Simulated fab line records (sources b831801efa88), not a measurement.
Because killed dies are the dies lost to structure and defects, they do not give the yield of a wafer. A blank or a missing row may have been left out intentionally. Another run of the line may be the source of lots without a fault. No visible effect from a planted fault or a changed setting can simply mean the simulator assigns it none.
fab line records    flow sky130
record: lots: 7  wafers: 21  lastDay: 50
route steps=708 shown VIA3@582 PAD_OPEN@708
lots that met no fault: taken from a fault-free run of the same line
startH: hours from the record's first day to the start of the lot's first wafer shown    waitH: hours since the lot's step before    " unchanged from the row above    L1.1+2: a single row standing in for several wafers    - no value, or no start was given    * or withheld: withheld    < > ~ a bound
route shown NAME@n: a module of which the file shows steps, and the number in the route of the first    usual: mean/standard deviation of fault-free wafers    same: alike in all rows    chamber/n: place in a boat    sites: each site's reading    _std_site: standard deviation across them    _edge_site: inner sites' mean taken away from outer sites' mean    radiusMm: for every site, how far away it sits from the centre of the wafer    mask NAME#n: copy n    behind: the most recent tool/chamber to have shaped the wafer    hold: reason for holding the lot/hours on hold/outcome of the hold    device: the transistor (n, p or np) that didn't switch    end of line: the same wafers' tests at the end of the route    for a step that has no rows: nothing shown but its recipe    killed: the dies lost at the first sort to structure and to defects; this is not the yield of the wafer    map: a wafer's dies, marking killed ones x, the rest . and places with no die _
set.NAME: setting as actually run; set.NAME@STEP: the setting as run at that earlier step    model.NAME: the simulator's own value behind a step, which no gauge read
certain route steps with their lots: each step a table, each wafer a row
services: a tool's chamber out of use, with start hour (startH, from the record's first day; less than 0 if before it), hours out, and reason
== steps ==
step: SKY_VIA3_EXPOSE_09
recipe: maskId: VIM3  na: 0.8  sourceShape: annular  sigmaInner: 0.55  sigmaOuter: 0.85  targetCdNm: 200  doseMj: 38
step: SKY_VIA3_PEB_10
recipe: pebTempC: withheld  pebTimeS: withheld  resist: KrF-thick
step: SKY_VIA3_DEVELOP_11
recipe: developTimeS: 60  resist: KrF-thick  devTempC: 21
step: SKY_VIA3_CD_MEAS_12
recipe: targetCdNm: 200
usual: cdNm: 199.6/1.3
lot.wafer  tool      chamber  startH   waitH  cdNm
L739.1     cdSem-01  -        982.62   -      200.4
L739.3     "         -        "        "      199.0
L739.5     "         -        "        "      199.5
L742.1     cdSem-02  -        1001.93  -      198.0
L742.3     "         -        "        "      197.7
L742.4     "         -        "        "      197.2
L744.2     cdSem-02  -        1009.41  -      198.2
L744.3     "         -        "        "      198.3
L744.4     "         -        "        "      198.7
L745.1     cdSem-01  -        1010.67  -      201.6
L745.3     "         -        "        "      202.1
L745.4     "         -        "        "      200.8
L753.1     cdSem-01  -        1055.98  -      200.7
L753.4     "         -        "        "      199.6
L753.6     "         -        "        "      200.6
L755.2     cdSem-02  -        1068.94  -      201.5
L755.5     "         -        "        "      198.5
L755.6     "         -        "        "      200.4
L756.2     cdSem-02  -        1074.99  -      199.9
L756.5     "         -        "        "      198.9
L756.6     "         -        "        "      199.0
step: SKY_VIA3_OVL_MEAS_13
usual: VIA3_OVL: 4/4.8
lot.wafer  tool        chamber  startH   waitH  VIA3_OVL[nm]
L739.1     overlay-01  -        982.74   0.1    -1
L739.3     "           -        "        "      -2
L739.5     "           -        "        "      2
L742.1     overlay-02  -        1002.05  0.1    4
L742.3     "           -        "        "      8
L742.4     "           -        "        "      1
L744.2     overlay-02  -        1009.51  0.1    5
L744.3     "           -        "        "      -2
L744.4     "           -        "        "      1
L745.1     overlay-01  -        1010.79  0.1    2
L745.3     "           -        "        "      5
L745.4     "           -        "        "      -7
L753.1     overlay-01  -        1056.10  0.1    6
L753.4     "           -        "        "      13
L753.6     "           -        "        "      11
L755.2     overlay-01  -        1069.05  0.1    -3
L755.5     "           -        "        "      -2
L755.6     "           -        "        "      1
L756.2     overlay-01  -        1075.10  0.1    7
L756.5     "           -        "        "      4
L756.6     "           -        "        "      8
step: SKY_VIA3_ETCH_14
recipe: chemistry: N2/H2  target: BARC  ionEnergyEv: 200  sourceW: 500  biasW: 100  pressureMtorr: 30  n2FlowSccm: 100  h2FlowSccm: 200  stopOn: SiO2  timeS: 45.9  targetDepthA: 600
usual: drypumpMotorCurrentA: 6.0/0.39  oesProductAu: 0.854/0.0049  throttleValvePct: 13.225/0.0085
lot.wafer  tool        chamber  startH   waitH  drypumpMotorCurrentA  oesProductAu  rfHoursCounterH  throttleValvePct
L739.1     rieDiel-02  3        982.78   0.0    6.1                   0.855         16               13.236
L739.3     "           1        "        "      5.4                   0.849         10               13.228
L739.5     "           0        "        "      6.2                   0.857         -                13.230
L742.1     rieDiel-03  2        1002.09  0.0    5.5                   0.853         20               13.224
L742.3     "           0        "        "      6.6                   0.851         16               13.220
L742.4     "           1        "        "      6.3                   0.861         19               13.216
L744.2     rieDiel-02  3        1009.54  0.0    6.1                   0.851         17               13.237
L744.3     "           1        "        "      5.4                   0.852         11               13.216
L744.4     "           0        "        "      6.2                   0.853         24               13.222
L745.1     rieDiel-03  0        1010.83  0.0    6.6                   0.855         16               13.224
L745.3     "           1        "        "      6.3                   0.857         19               13.224
L745.4     "           2        "        "      5.5                   0.851         20               13.229
L753.1     rieDiel-03  1        1056.14  0.0    6.3                   0.851         20               13.214
L753.4     "           0        "        "      6.7                   0.855         17               13.219
L753.6     "           2        "        "      5.5                   0.844         -                13.222
L755.2     rieDiel-01  2        1069.08  0.0    5.3                   0.866         21               13.233
L755.5     "           2        "        "      5.3                   0.854         -                13.234
L755.6     "           3        "        "      6.0                   0.852         -                13.234
L756.2     rieDiel-03  0        1075.13  0.0    6.7                   0.846         18               13.218
L756.5     "           3        "        "      6.1                   0.857         -                13.220
L756.6     "           2        "        "      5.5                   0.849         -                13.226
step: SKY_VIA3_ETCH_15
recipe: target: SiO2  chemistry: C4F8/O2/Ar  targetDepthNm: 507  stopOn: TiN  maskMaterial: KrF-thick  sourceW: 1500  biasW: 1200  pressureMtorr: 40  c4f8FlowSccm: withheld  O2_flow_sccm: 6  Ar_flow_sccm: 300  timeS: 78
usual: oesProductAu: 0.946/0.0049
lot.wafer  tool        chamber  startH   waitH  oesProductAu  rfHoursCounterH
L739.1     rieDiel-02  3        982.82   0.0    0.957         16
L739.3     "           1        "        "      0.950         10
L739.5     "           0        "        "      0.945         -
L742.1     rieDiel-03  2        1002.13  0.0    0.950         20
L742.3     "           0        "        "      0.945         16
L742.4     "           1        "        "      0.943         19
L744.2     rieDiel-02  3        1009.59  0.0    0.954         17
L744.3     "           1        "        "      0.951         11
L744.4     "           0        "        "      0.945         24
L745.1     rieDiel-03  0        1010.87  0.0    0.935         16
L745.3     "           1        "        "      0.940         19
L745.4     "           2        "        "      0.941         20
L753.1     rieDiel-03  1        1056.18  0.0    0.942         20
L753.4     "           0        "        "      0.947         17
L753.6     "           2        "        "      0.949         -
L755.2     rieDiel-01  2        1069.12  0.0    0.943         21
L755.5     "           2        "        "      0.945         -
L755.6     "           3        "        "      0.941         -
L756.2     rieDiel-03  0        1075.17  0.0    0.945         18
L756.5     "           3        "        "      0.942         -
L756.6     "           2        "        "      0.939         -
step: SKY_VIA3_STRIP_16
recipe: chemistry: O2/N2  powerW: 1400  pressureMtorr: 1500  platenTempC: withheld  o2FlowSccm: 3000  n2FlowSccm: 300  overashFraction: 0.5
usual: drypumpMotorCurrentA: 5.65/0.24  oesProductAu: 0.403/0.0045  stripTimeToEndpointS: 4.138/0.027
lot.wafer  tool            chamber  startH   waitH  drypumpMotorCurrentA  oesProductAu  rfHoursCounterH  stripTimeToEndpointS
L739.1     plasmaAsher-02  0        982.88   0.0    5.41                  0.401         54               4.169
L739.3     "               0        "        "      5.44                  0.397         -                4.139
L739.5     "               1        "        "      6.06                  0.404         -                4.097
L742.1     plasmaAsher-01  1        1002.19  0.0    5.73                  0.410         82               4.179
L742.3     "               1        "        "      5.76                  0.406         -                4.155
L742.4     "               0        "        "      5.59                  0.400         -                4.165
L744.2     plasmaAsher-01  1        1009.65  0.0    5.70                  0.403         83               4.148
L744.3     "               1        "        "      5.73                  0.406         -                4.124
L744.4     "               0        "        "      5.58                  0.400         -                4.111
L745.1     plasmaAsher-01  1        1010.93  0.0    5.75                  0.404         83               4.112
L745.3     "               0        "        "      5.58                  0.395         -                4.124
L745.4     "               1        "        "      5.73                  0.399         -                4.129
L753.1     plasmaAsher-02  1        1056.24  0.0    6.03                  0.399         61               4.159
L753.4     "               1        "        "      6.03                  0.407         -                4.158
L753.6     "               1        "        "      6.02                  0.400         -                4.160
L755.2     plasmaAsher-03  0        1069.18  0.0    5.12                  0.412         0                4.184
L755.5     "               1        "        "      5.86                  0.406         -                4.156
L755.6     "               0        "        "      5.14                  0.398         -                4.096
L756.2     plasmaAsher-02  0        1075.23  0.0    5.39                  0.401         63               4.117
L756.5     "               1        "        "      6.02                  0.399         -                4.121
L756.6     "               0        "        "      5.42                  0.409         -                4.171
step: SKY_VIA3_STRIP_17
recipe: chemistry: postEtchResidueRemover  timeS: 1200  tempC: 72.5
step: SKY_VIA3_CLEAN_18
recipe: chemistry: IPA  timeS: 180  tempC: 25
step: SKY_VIA3_CLEAN_19
recipe: chemistry: O3/DIW  dry: n2Spin
step: SKY_VIA3_SPUTTER_20
recipe: material: TiN  targetThkNm: 20  chamberPressurePa: 5  powerW: 4000  timeS: 80
usual: throttleValvePct: 29.6/0.82
lot.wafer  tool           chamber  startH   waitH  throttleValvePct
L739.1     pvdSputter-01  -        983.47   0.0    29.5
L739.3     "              -        "        "      29.9
L739.5     "              -        "        "      29.6
L742.1     pvdSputter-04  -        1002.80  0.0    29.4
L742.3     "              -        "        "      28.0
L742.4     "              -        "        "      31.0
L744.2     pvdSputter-01  -        1010.28  0.0    29.5
L744.3     "              -        "        "      30.2
L744.4     "              -        "        "      29.8
L745.1     pvdSputter-01  -        1011.56  0.0    29.3
L745.3     "              -        "        "      30.2
L745.4     "              -        "        "      30.0
L753.1     pvdSputter-03  -        1056.83  0.0    30.0
L753.4     "              -        "        "      29.2
L753.6     "              -        "        "      30.2
L755.2     pvdSputter-03  -        1069.77  0.0    30.4
L755.5     "              -        "        "      30.2
L755.6     "              -        "        "      30.2
L756.2     pvdSputter-01  -        1075.82  0.0    30.3
L756.5     "              -        "        "      30.5
L756.6     "              -        "        "      29.3
step: SKY_VIA3_CVD_21
recipe: material: W  targetThkNm: 390  timeS: 117.31  tempC: 400  pressureTorr: 40
usual: chamberPressureTorr: 40.01/0.086  heaterPowerOuterW: 520/32  heaterPowerW: 840/41
lot.wafer  tool     chamber  startH   waitH  chamberPressureTorr  heaterPowerOuterW  heaterPowerW
L739.1     cvdW-02  0        983.53   0.0    40.01                527                895
L739.3     "        0        "        "      39.94                520                876
L739.5     "        1        "        "      40.08                542                798
L742.1     cvdW-01  0        1002.86  0.0    -                    -                  -
L742.3     "        0        "        "      -                    -                  -
L742.4     "        1        "        "      -                    -                  -
L744.2     cvdW-01  1        1010.34  0.0    -                    -                  -
L744.3     "        1        "        "      -                    -                  -
L744.4     "        0        "        "      -                    -                  -
L745.1     cvdW-01  1        1011.62  0.0    -                    -                  -
L745.3     "        0        "        "      -                    -                  -
L745.4     "        1        "        "      -                    -                  -
L753.1     cvdW-01  1        1056.89  0.0    40.00                470                795
L753.4     "        0        "        "      40.03                534                881
L753.6     "        1        "        "      39.89                481                794
L755.2     cvdW-01  1        1069.83  0.0    40.03                478                817
L755.5     "        1        "        "      40.01                487                774
L755.6     "        0        "        "      40.06                543                862
L756.2     cvdW-02  0        1075.88  0.0    40.10                529                908
L756.5     "        1        "        "      40.06                552                820
L756.6     "        0        "        "      39.98                538                914
step: SKY_VIA3_RS_MEAS_22
recipe: thkMeasGauge: four-point-probe  reads: W_of_VIA3_CVD_21+TiN_of_VIA3_SPUTTER_20
usual: VIA3_W_RS: 0.296/0.0035
lot.wafer  tool          chamber  startH   waitH  hold                     VIA3_W_RS[ohm/sq]
L739.1     filmMetro-02  -        983.65   0.1    -                        0.297
L739.3     "             -        "        "      -                        0.296
L739.5     "             -        "        "      -                        0.296
L742.1     filmMetro-02  -        1002.98  0.1    awaitDispo/0.2h/release  59.725
L742.3     "             -        "        "      awaitDispo/0.2h/release  58.288
L742.4     "             -        "        "      awaitDispo/0.2h/release  59.036
L742.1     filmMetro-02  -        1003.27  0.3    -                        59.796
L742.3     "             -        "        "      -                        58.295
L742.4     "             -        "        "      -                        59.046
L744.2     filmMetro-02  -        1010.48  0.1    awaitDispo/0.2h/release  58.664
L744.3     "             -        "        "      awaitDispo/0.2h/release  57.925
L744.4     "             -        "        "      awaitDispo/0.2h/release  58.649
L744.2     filmMetro-02  -        1010.77  0.3    -                        58.796
L744.3     "             -        "        "      -                        57.776
L744.4     "             -        "        "      -                        58.518
L745.1     filmMetro-02  -        1011.74  0.1    awaitDispo/0.2h/release  57.256
L745.3     "             -        "        "      awaitDispo/0.2h/release  59.047
L745.4     "             -        "        "      awaitDispo/0.2h/release  59.130
L745.1     filmMetro-02  -        1012.03  0.3    -                        57.411
L745.3     "             -        "        "      -                        58.895
L745.4     "             -        "        "      -                        58.949
L753.1     filmMetro-03  -        1057.02  0.1    -                        0.294
L753.4     "             -        "        "      -                        0.294
L753.6     "             -        "        "      -                        0.292
L755.2     filmMetro-03  -        1069.97  0.1    -                        0.291
L755.5     "             -        "        "      -                        0.294
L755.6     "             -        "        "      -                        0.294
L756.2     filmMetro-02  -        1076.02  0.1    -                        0.301
L756.5     "             -        "        "      -                        0.296
L756.6     "             -        "        "      -                        0.303
step: SKY_PAD_OPEN_PROBE_99
usual: defectLimitedYield: 82.5/1.7  killed_at_M0_to_M3: 43/6.1  killed_at_M4_up: 3.5/2  killedAtContacts: 25/5.1  killedAtFrontEnd: 14/4.2  killedAtOther: 0.3/0.55  killedDies: 86/8.3  killedOnRim: 17/3.7  killedOpen: 46/7.2  killedShort: 39/6  sort_bin_3_pad_short: 0.9/0.42  sort_bin_5_function: 10.3/1.4  sort_bin_6_memory: 6.3/1.1  sortNPass: 406/8.3  sortYieldPct: 82.5/1.7
same: grossDies: 492  killedAtBackSide: 0  sort_bin_4_leakage[%]: 0  sort_bin_8_speed[%]: 0
lot.wafer  tool       chamber  startH   waitH  defectLimitedYield[%]  killed_at_M0_to_M3  killed_at_M4_up  killedAtContacts  killedAtFrontEnd  killedAtOther  killedDies  killedOnRim  killedOpen  killedShort  sort_bin_3_pad_short[%]  sort_bin_5_function[%]  sort_bin_6_memory[%]  sortNPass  sortYieldPct[%]
L739.1     prober-02  -        1122.03  0.1    81.5                   46                  6                24                14                1              91          18           44          45           1.6                      10.8                    6.1                   401        81.5
L739.3     prober-02  -        1122.13  0.2    83.3                   35                  3                32                12                0              82          9            44          38           0.8                      10.2                    5.7                   410        83.3
L739.5     prober-02  -        1122.23  0.2    81.9                   47                  4                25                13                0              89          16           55          33           0.6                      11.8                    5.7                   403        81.9
L753.1     prober-01  -        1181.80  0.1    82.5                   42                  2                29                13                0              86          19           54          32           0.8                      10.6                    6.1                   406        82.5
L753.4     prober-01  -        1181.95  0.2    81.7                   49                  4                25                11                1              90          19           54          35           0.6                      10.6                    7.1                   402        81.7
L753.6     prober-01  -        1182.05  0.2    81.5                   51                  5                22                13                0              91          14           49          42           0.6                      11.2                    6.7                   401        81.5
L755.2     prober-01  -        1191.54  0.1    83.9                   50                  3                18                8                 0              79          17           41          38           1.0                      10.2                    4.9                   413        83.9
L755.5     prober-01  -        1191.69  0.2    83.5                   42                  3                16                19                1              81          14           35          46           1.4                      10.2                    4.9                   411        83.5
L755.6     prober-01  -        1191.74  0.2    81.1                   50                  3                21                19                0              93          18           54          39           0.4                      11.8                    6.7                   399        81.1
L756.2     prober-02  -        1195.10  0.1    82.1                   49                  2                20                17                0              88          11           52          36           0.8                      11.8                    5.3                   404        82.1
L756.5     prober-02  -        1195.25  0.2    81.3                   43                  2                24                20                3              92          13           51          41           0.4                      12.8                    5.5                   400        81.3
L756.6     prober-02  -        1195.30  0.2    81.3                   47                  2                23                20                0              92          16           54          38           0.6                      11.8                    6.3                   400        81.3
killed by level:class
L739.1 VIA1:geometricParticle:open=9 CONTACT:geometricParticle:open=7 VIA1:geometricParticle:short=7 VIA3:geometricParticle:open=7 METAL2:geometricParticle:short=6 LI_CONTACT:geometricParticle:short=5 LOCAL_INTERCONNECT:geometricParticle:short=5 VIA2:geometricParticle:open=5
L739.3 CONTACT:geometricParticle:open=10 VIA1:geometricParticle:open=9 VIA3:geometricParticle:open=9 LI_CONTACT:geometricParticle:short=8 LOCAL_INTERCONNECT:geometricParticle:short=6 FIELD_ISO:geometricParticle:short=5 CONTACT:geometricParticle:short=5 FIELD_ISO:geometricParticle:open=4
L739.5 CONTACT:geometricParticle:open=12 VIA1:geometricParticle:open=11 VIA2:geometricParticle:open=8 VIA3:geometricParticle:open=8 VIA1:geometricParticle:short=7 METAL1:geometricParticle:short=7 CONTACT:geometricParticle:short=5 LOCAL_INTERCONNECT:geometricParticle:short=4
L753.1 CONTACT:geometricParticle:open=14 VIA2:geometricParticle:open=10 VIA1:geometricParticle:open=8 VIA3:geometricParticle:open=6 CONTACT:geometricParticle:short=5 METAL1:geometricParticle:short=5 FIELD_ISO:geometricParticle:short=4 LI_CONTACT:geometricParticle:open=4
L753.4 VIA1:geometricParticle:open=11 CONTACT:geometricParticle:open=10 VIA3:geometricParticle:open=9 CONTACT:geometricParticle:short=8 VIA2:geometricParticle:open=6 LI_CONTACT:geometricParticle:open=6 METAL1:geometricParticle:short=6 FIELD_ISO:geometricParticle:open=4
L753.6 VIA3:geometricParticle:open=13 CONTACT:geometricParticle:open=10 METAL1:geometricParticle:short=7 VIA1:geometricParticle:open=7 VIA2:geometricParticle:short=6 POLY_GATE:geometricParticle:short=5 METAL2:geometricParticle:short=5 VIA2:geometricParticle:open=5
L755.2 CONTACT:geometricParticle:open=11 VIA1:geometricParticle:open=10 VIA3:geometricParticle:open=9 METAL1:geometricParticle:short=8 VIA3:geometricParticle:short=6 VIA2:geometricParticle:short=5 FIELD_ISO:geometricParticle:short=4 VIA2:geometricParticle:open=4
L755.5 VIA1:geometricParticle:short=9 VIA1:geometricParticle:open=7 VIA2:geometricParticle:open=6 FIELD_ISO:geometricParticle:open=5 POLY_GATE:geometricParticle:short=4 CONTACT:geometricParticle:open=4 CONTACT:geometricParticle:short=4 VIA3:geometricParticle:open=4
L755.6 CONTACT:geometricParticle:open=10 VIA1:geometricParticle:open=10 METAL1:geometricParticle:short=9 VIA2:geometricParticle:open=8 FIELD_ISO:geometricParticle:open=5 POLY_GATE:geometricParticle:short=5 LI_CONTACT:geometricParticle:open=5 VIA3:geometricParticle:open=5
L756.2 VIA1:geometricParticle:open=12 VIA2:geometricParticle:open=12 VIA3:geometricParticle:open=9 POLY_GATE:geometricParticle:short=6 CONTACT:geometricParticle:short=6 METAL1:geometricParticle:short=6 METAL2:geometricParticle:short=6 CONTACT:geometricParticle:open=5
L756.5 VIA3:geometricParticle:open=12 CONTACT:geometricParticle:open=12 VIA1:geometricParticle:open=10 METAL1:geometricParticle:short=8 POLY_GATE:geometricParticle:short=6 POLY_GATE:geometricParticle:open=6 LI_CONTACT:geometricParticle:open=4 CONTACT:geometricParticle:short=4
L756.6 LI_CONTACT:geometricParticle:open=12 VIA1:geometricParticle:open=12 VIA2:geometricParticle:open=8 CONTACT:geometricParticle:open=7 VIA1:geometricParticle:short=7 METAL1:geometricParticle:short=6 FIELD_ISO:geometricParticle:short=5 POLY_GATE:geometricParticle:open=5
== services ==
tool            chamber  startH   hours  kind
rieDiel-02      0        970.00   3.6    repair
rieDiel-01      1        977.59   -      clean
rieDiel-01      1        977.59   20.1   scheduledDown
rieDiel-01      1        977.59   20.1   ventCycle
pvdSputter-01   -        978.97   3.1    repair
rieDiel-03      1        982.64   3.1    repair
pvdSputter-03   3        998.59   -      consumableReplace:kit
pvdSputter-03   3        998.59   18.0   scheduledDown
pvdSputter-03   3        998.59   18.0   ventCycle
pvdSputter-01   0        1000.70  -      consumableReplace:kit
pvdSputter-01   0        1000.70  18.0   scheduledDown
pvdSputter-01   0        1000.70  18.0   ventCycle
pvdSputter-03   -        1003.83  3.1    repair
rieDiel-03      1        1012.42  6.3    repair
pvdSputter-04   -        1030.55  2.2    repair
rieDiel-01      3        1039.24  3.6    repair
plasmaAsher-03  -        1055.25  9.0    pm
plasmaAsher-03  0        1055.25  9.0    ventCycle
plasmaAsher-03  1        1055.25  9.0    ventCycle
pvdSputter-03   2        1060.99  -      consumableReplace:kit
pvdSputter-03   2        1060.99  18.0   scheduledDown
pvdSputter-03   2        1060.99  18.0   ventCycle
plasmaAsher-01  -        1064.74  21.8   pm
rieDiel-01      0        1074.01  4.4    repair
== key ==
firstSign: step: SKY_VIA3_CVD_21  reading: toolRecord  direction: missing
effect: step: SKY_VIA3_RS_MEAS_22  reading: visit  direction: added
effect: step: SKY_VIA3_RS_MEAS_22  reading: VIA3_W_RS  direction: up  sigmas: 99+  usual: 0.296  struck: 58.635
metAt SKY_VIA3_CVD_21
struckWafers L742.1,L742.3,L742.4,L744.2,L744.3,L744.4,L745.1,L745.3,L745.4
scrappedBehind SKY_VIA3_RS_MEAS_22 L742.1,L742.3,L742.4,L744.2,L744.3,L744.4,L745.1,L745.3,L745.4
fault: kind: skippedStepWhole  tool: cvdW-01  chamber: -  onsetH: 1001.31  steps: SKY_VIA3_CVD_21  scope: struckLotsOnly
